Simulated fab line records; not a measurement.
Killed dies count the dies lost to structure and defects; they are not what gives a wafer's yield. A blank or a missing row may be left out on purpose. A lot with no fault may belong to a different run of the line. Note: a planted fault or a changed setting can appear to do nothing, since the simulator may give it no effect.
Check of tool commonality | flow sky130 | 15 lots, 45 wafers sampled

## WHAT PROMPTED THE OPENING
3 of 15 lots carry a flag on the reading SD_N_TW at SKY_SD_N_TW_MEAS_12. No-fault wafers: 3950, standard deviation 38.
Rule: a lot is flagged when every wafer of it that has a number lies more than 4 standard deviations from that mean, or none has a number. The rest of the lots are taken to be sound.

lot  | measured     | on           | SD_N_TW, wafer by wafer | flag
L892 | day 28 01:40 | filmMetro-04 | 3966 3973 3964          | 
L893 | day 28 03:40 | filmMetro-04 | 3966 3983 3966          | 
L897 | day 29 13:05 | filmMetro-02 | 30 30 30                | FLAGGED
L898 | day 31 01:58 | filmMetro-02 | 30 30 30                | FLAGGED
L900 | day 31 02:37 | filmMetro-04 | 29 29 29                | FLAGGED
L899 | day 31 03:19 | filmMetro-04 | 3856 3871 3854          | 
L901 | day 31 06:01 | filmMetro-02 | 3993 3956 3971          | 
L906 | day 32 15:38 | filmMetro-02 | 3969 3973 3968          | 
L907 | day 32 18:24 | filmMetro-04 | 3910 3890 3893          | 
L909 | day 33 08:33 | filmMetro-01 | 3984 3993 3985          | 
L910 | day 34 01:13 | filmMetro-02 | 3976 3969 3979          | 
L911 | day 34 03:29 | filmMetro-02 | 3956 3998 3966          | 
L912 | day 34 06:44 | filmMetro-01 | 3950 3947 3955          | 
L914 | day 35 00:05 | filmMetro-02 | 3935 3937 3953          | 
L915 | day 35 06:34 | filmMetro-02 | 3974 3956 3956          | 
Flagged lots average 30: -3920 relative to the usual, that is -99 or more standard deviations.

## LOT BY LOT: THE TOOL USED
Before the reading, the record contains 3 process steps out of a 708-step route. In each cell: the tool, then ch and the chambers that the sampled wafers went through, then the start.
lot  | flag    | SKY_POLY_CUT_STRIP_12               | SKY_RES_XHIGH_STRIP_08              | SKY_SD_N_STRIP_11
L892 |         | plasmaAsher-02 ch 0,1, day 24 10:46 | plasmaAsher-04 ch 1, day 26 19:22   | plasmaAsher-03 ch 0,1, day 28 01:34
L893 |         | plasmaAsher-01 ch 0,1, day 24 13:34 | plasmaAsher-02 ch 0,1, day 26 22:25 | plasmaAsher-02 ch 0,1, day 28 03:34
L897 | FLAGGED | plasmaAsher-02 ch 0,1, day 26 00:04 | plasmaAsher-02 ch 0,1, day 28 09:22 | plasmaAsher-03 ch 0,1, day 29 12:59
L898 | FLAGGED | plasmaAsher-01 ch 0,1, day 27 14:25 | plasmaAsher-01 ch 0,1, day 29 21:49 | plasmaAsher-02 ch 0,1, day 31 01:52
L900 | FLAGGED | plasmaAsher-02 ch 0,1, day 27 14:26 | plasmaAsher-04 ch 0,1, day 29 22:10 | plasmaAsher-04 ch 0,1, day 31 02:31
L899 |         | plasmaAsher-03 ch 0,1, day 27 14:46 | plasmaAsher-02 ch 0,1, day 29 23:04 | plasmaAsher-02 ch 0,1, day 31 03:13
L901 |         | plasmaAsher-02 ch 0,1, day 27 16:33 | plasmaAsher-01 ch 0,1, day 30 01:13 | plasmaAsher-04 ch 0,1, day 31 05:55
L906 |         | plasmaAsher-01 ch 0,1, day 29 03:45 | plasmaAsher-01 ch 0, day 31 12:22   | plasmaAsher-03 ch 0,1, day 32 15:31
L907 |         | plasmaAsher-02 ch 0,1, day 29 06:10 | plasmaAsher-02 ch 0,1, day 31 14:31 | plasmaAsher-04 ch 0,1, day 32 18:18
L909 |         | plasmaAsher-01 ch 0,1, day 29 22:53 | plasmaAsher-04 ch 0,1, day 32 05:57 | plasmaAsher-03 ch 0,1, day 33 08:28
L910 |         | plasmaAsher-02 ch 0,1, day 30 15:34 | plasmaAsher-02 ch 0,1, day 32 23:01 | plasmaAsher-03 ch 0,1, day 34 01:07
L911 |         | plasmaAsher-02 ch 0,1, day 30 17:58 | plasmaAsher-02 ch 0,1, day 33 00:58 | plasmaAsher-04 ch 0,1, day 34 03:23
L912 |         | plasmaAsher-03 ch 0,1, day 31 00:16 | plasmaAsher-02 ch 0,1, day 33 05:31 | plasmaAsher-02 ch 0, day 34 06:37
L914 |         | plasmaAsher-01 ch 0,1, day 31 15:11 | plasmaAsher-04 ch 0,1, day 33 22:01 | plasmaAsher-03 ch 0,1, day 34 23:59
L915 |         | plasmaAsher-01 ch 0,1, day 31 23:01 | plasmaAsher-01 ch 0,1, day 34 03:52 | plasmaAsher-02 ch 0,1, day 35 06:28
What the steps here do:
- SKY_POLY_CUT_STRIP_12: strips in O2/N2.
- SKY_RES_XHIGH_STRIP_08: strips in O2/N2.
- SKY_SD_N_STRIP_11: strips in O2/N2.
- SKY_SD_N_TW_MEAS_12

## FLAGGED AGAINST TOTAL, ONE TOOL AT A TIME (gauges that did the reading follow at the end)
step                   | tool           | lots run | flagged | share of the flagged lots | sound lots run after its first flagged lot
SKY_POLY_CUT_STRIP_12  | plasmaAsher-01 | 6        | 1       | some                      | 4 (L906,L909,L914,L915)
SKY_POLY_CUT_STRIP_12  | plasmaAsher-02 | 7        | 2       | some                      | 4 (L901,L907,L910,L911)
SKY_POLY_CUT_STRIP_12  | plasmaAsher-03 | 2        | 0       | none                      | -
SKY_RES_XHIGH_STRIP_08 | plasmaAsher-01 | 4        | 1       | some                      | 3 (L901,L906,L915)
SKY_RES_XHIGH_STRIP_08 | plasmaAsher-02 | 7        | 1       | some                      | 5 (L899,L907,L910,L911,L912)
SKY_RES_XHIGH_STRIP_08 | plasmaAsher-04 | 4        | 1       | some                      | 2 (L909,L914)
SKY_SD_N_STRIP_11      | plasmaAsher-02 | 5        | 1       | some                      | 3 (L899,L912,L915)
SKY_SD_N_STRIP_11      | plasmaAsher-03 | 6        | 1       | some                      | 4 (L906,L909,L910,L914)
SKY_SD_N_STRIP_11      | plasmaAsher-04 | 4        | 1       | some                      | 3 (L901,L907,L911)
SKY_SD_N_TW_MEAS_12    | filmMetro-01   | 2        | 0       | none                      | -
SKY_SD_N_TW_MEAS_12    | filmMetro-02   | 8        | 2       | some                      | 6 (L901,L906,L910,L911,L914,L915)
SKY_SD_N_TW_MEAS_12    | filmMetro-04   | 5        | 1       | some                      | 2 (L899,L907)

## WHAT THE TABLE PERMITS
No row of the table ran every flagged lot.

## WHAT THE SIMULATOR HAD INSERTED
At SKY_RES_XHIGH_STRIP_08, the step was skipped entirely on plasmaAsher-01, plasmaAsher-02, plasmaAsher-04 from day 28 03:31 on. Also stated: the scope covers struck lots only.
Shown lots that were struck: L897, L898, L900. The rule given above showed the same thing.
